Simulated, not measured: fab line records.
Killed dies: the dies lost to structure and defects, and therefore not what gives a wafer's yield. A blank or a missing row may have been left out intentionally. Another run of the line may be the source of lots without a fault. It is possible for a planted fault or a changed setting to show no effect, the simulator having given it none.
Chamber matching || flow sfqLine || cmp-02 running SFQ_TRILAYER_I0_CMP_CMP_028: 4 sister chambers
The step polishes SiO2. 8 wafers are shown with their chamber, then 9 later ones without.

== WAFERS WITH THEIR CHAMBER ==
{"wafer": "L361.4", "chamber": 3, "motorCurrentA (A)": 11.4, "timeToEndpointS (s)": 218}
{"wafer": "L361.3", "chamber": 2, "motorCurrentA (A)": 9.0, "timeToEndpointS (s)": 212}
{"wafer": "L364.1", "chamber": 3, "motorCurrentA (A)": 11.1, "timeToEndpointS (s)": 209}
{"wafer": "L365.3", "chamber": 1, "motorCurrentA (A)": 9.8, "timeToEndpointS (s)": 212}
{"wafer": "L365.5", "chamber": 0, "motorCurrentA (A)": 10.0, "timeToEndpointS (s)": 232}
{"wafer": "L366.1", "chamber": 0, "motorCurrentA (A)": 9.6, "timeToEndpointS (s)": 221}
{"wafer": "L366.5", "chamber": 2, "motorCurrentA (A)": 8.4, "timeToEndpointS (s)": 208}
{"wafer": "L366.6", "chamber": 1, "motorCurrentA (A)": 9.5, "timeToEndpointS (s)": 220}

== WAFERS WITHOUT THEIR CHAMBER ==
{"wafer": "L375.3", "motorCurrentA (A)": 9.8, "timeToEndpointS (s)": 215}
{"wafer": "L375.5", "motorCurrentA (A)": 9.7, "timeToEndpointS (s)": 223}
{"wafer": "L375.6", "motorCurrentA (A)": 11.3, "timeToEndpointS (s)": 212}
{"wafer": "L377.1", "motorCurrentA (A)": 11.6, "timeToEndpointS (s)": 215}
{"wafer": "L377.2", "motorCurrentA (A)": 9.8, "timeToEndpointS (s)": 218}
{"wafer": "L377.5", "motorCurrentA (A)": 9.6, "timeToEndpointS (s)": 210}
{"wafer": "L379.1", "motorCurrentA (A)": 8.5, "timeToEndpointS (s)": 205}
{"wafer": "L379.5", "motorCurrentA (A)": 9.8, "timeToEndpointS (s)": 211}
{"wafer": "L379.6", "motorCurrentA (A)": 9.8, "timeToEndpointS (s)": 231}

== EACH ONE'S CHAMBER ==
{"wafer": "L375.3", "from the rows above": "can't be placed: 1 or 0", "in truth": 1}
{"wafer": "L375.5", "from the rows above": "can't be placed: 0 or 1", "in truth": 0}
{"wafer": "L375.6", "from the rows above": 3, "in truth": 3}
{"wafer": "L377.1", "from the rows above": 3, "in truth": 3}
{"wafer": "L377.2", "from the rows above": "can't be placed: 1 or 0", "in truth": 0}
{"wafer": "L377.5", "from the rows above": "can't be placed: 1 or 0", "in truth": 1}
{"wafer": "L379.1", "from the rows above": 2, "in truth": 2}
{"wafer": "L379.5", "from the rows above": "can't be placed: 1 or 0", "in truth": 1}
{"wafer": "L379.6", "from the rows above": "can't be placed: 0 or 1", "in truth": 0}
Correctly placed: 3 of 9. From these rows, 6 cannot be placed; in 6 the true chamber is one of the candidates. 0 placed wrongly.
How it was worked out, from the rows above alone: a wafer's distance from a chamber is the root of the sum, over the readings, of the square of ((its reading less the chamber's mean) divided by the reading's scatter). If the next closest chamber is less than 2 further off than the closest, the wafer can't be placed; otherwise it belongs to the closest. The mean given for a chamber averages the wafers shown for that chamber. The scatter: the root of (the sum of the squares of (reading less its chamber's mean) over the shown wafers, divided by (wafers less chambers)).
